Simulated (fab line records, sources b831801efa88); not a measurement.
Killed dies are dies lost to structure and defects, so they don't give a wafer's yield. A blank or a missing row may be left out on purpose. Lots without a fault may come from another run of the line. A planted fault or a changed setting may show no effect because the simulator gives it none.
Tool commonality check | flow gf180mcu | 13 lots, 45 wafers sampled

WHY IT WAS OPENED
At GF_HV_LDD_TW_MEAS_23 the reading HV_LDD_2_TW is flagged on 2 of 13 lots. Wafers without a fault read 1053, standard deviation 7.9.
Rule: a lot is flagged when every wafer of it that has a number lies more than 4 standard deviations from that mean, or none has a number. The other lots count as sound.

lot  | measured     | on            | HV_LDD_2_TW, wafer by wafer | flag
L265 | day 10 21:33 | film_metro-04 | 1039 1042 1044              |
L267 | day 11 11:45 | film_metro-04 | 1044 1044 1045              |
L268 | day 11 17:24 | film_metro-01 | 1057 1061 1062              |
L269 | day 12 05:47 | film_metro-03 | 1050 1050 1054              |
L270 | day 12 08:19 | film_metro-01 | 1053 1057 1059              |
L272 | day 13 02:09 | film_metro-01 | 1061 1057 1060              |
L273 | day 13 10:03 | film_metro-03 | 1059 1059 1057              |
L276 | day 14 04:58 | film_metro-01 | 1065 1064 1059              |
L277 | day 14 15:18 | film_metro-04 | 1044 1040 1043              |
L281 | day 16 02:13 | film_metro-04 | 917 916 918 920 920 923     | FLAGGED
L282 | day 16 17:52 | film_metro-01 | 935 935 934 939 930 935     | FLAGGED
L284 | day 17 10:32 | film_metro-03 | 1054 1062 1053              |
L287 | day 17 21:12 | film_metro-04 | 1039 1043 1040              |
The numbers of the flagged lots are 927 on average: -126 against the usual, or -16 standard deviations.

WHICH TOOL RAN EACH LOT
The record holds 2 process steps before the reading, out of a route of 602 steps. In each cell: the tool, then ch and the chambers that the sampled wafers went through, then the start.
lot  | flag    | GF_HV_LDD_IMPLANT_21            | GF_HV_LDD_STRIP_22
L265 |         | implanter-02 ch 0, day 10 21:18 | plasma_asher-04 ch 0,1, day 10 21:27
L267 |         | implanter-02 ch 0, day 11 11:30 | plasma_asher-04 ch 0,1, day 11 11:39
L268 |         | implanter-03 ch 0, day 11 17:09 | plasma_asher-04 ch 0,1, day 11 17:18
L269 |         | implanter-02 ch 0, day 12 05:32 | plasma_asher-04 ch 0,1, day 12 05:41
L270 |         | implanter-01 ch 0, day 12 08:04 | plasma_asher-01 ch 0,1, day 12 08:13
L272 |         | implanter-03 ch 0, day 13 01:54 | plasma_asher-04 ch 0,1, day 13 02:03
L273 |         | implanter-03 ch 0, day 13 09:48 | plasma_asher-04 ch 0,1, day 13 09:57
L276 |         | implanter-03 ch 0, day 14 04:44 | plasma_asher-01 ch 0,1, day 14 04:52
L277 |         | implanter-03 ch 0, day 14 15:03 | plasma_asher-04 ch 0,1, day 14 15:12
L281 | FLAGGED | implanter-03 ch 0, day 16 01:59 | plasma_asher-01 ch 0,1, day 16 02:07
L282 | FLAGGED | implanter-03 ch 0, day 16 17:37 | plasma_asher-04 ch 0,1, day 16 17:46
L284 |         | implanter-01 ch 0, day 17 10:18 | plasma_asher-04 ch 0,1, day 17 10:26
L287 |         | implanter-01 ch 0, day 17 20:59 | plasma_asher-03 ch 0,1, day 17 21:07
What these steps do:
- GF_HV_LDD_IMPLANT_21
- GF_HV_LDD_STRIP_22: strips in O2/N2.
- GF_HV_LDD_TW_MEAS_23

FLAGGED OVER TOTAL, TOOL BY TOOL (the gauges that took the reading come last)
step                 | tool            | lots run | flagged | share of the flagged lots | sound lots run after its first flagged lot
GF_HV_LDD_IMPLANT_21 | implanter-01    | 3        | 0       | none                      | -
GF_HV_LDD_IMPLANT_21 | implanter-02    | 3        | 0       | none                      | -
GF_HV_LDD_IMPLANT_21 | implanter-03    | 7        | 2       | all                       | 0
GF_HV_LDD_STRIP_22   | plasma_asher-01 | 3        | 1       | some                      | 0
GF_HV_LDD_STRIP_22   | plasma_asher-03 | 1        | 0       | none                      | -
GF_HV_LDD_STRIP_22   | plasma_asher-04 | 9        | 1       | some                      | 1 (L284)
GF_HV_LDD_TW_MEAS_23 | film_metro-01   | 5        | 1       | some                      | 0
GF_HV_LDD_TW_MEAS_23 | film_metro-03   | 3        | 0       | none                      | -
GF_HV_LDD_TW_MEAS_23 | film_metro-04   | 5        | 1       | some                      | 1 (L287)

WHAT THE TABLE ALLOWS
1 row of the table ran every flagged lot: implanter-03 at GF_HV_LDD_IMPLANT_21.
- implanter-03 at GF_HV_LDD_IMPLANT_21: 2 of its 7 lots flagged. Its last sound lot is L277 (day 14 15:03), its first flagged lot L281 (day 16 01:59): a fault that began between those two fits. Its own readings lie more than 4 standard deviations out on every wafer of the flagged lots: beam_energy_keV.
One tool is left: implanter-03 at GF_HV_LDD_IMPLANT_21.

WHAT THE SIMULATOR HAD PUT IN
Process parameter drift: implanter-03, from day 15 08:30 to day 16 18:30, at GF_HV_LDD_IMPLANT_21. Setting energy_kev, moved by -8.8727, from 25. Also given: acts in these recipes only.
Lots struck among those shown: L281, L282. The rule above found the same.
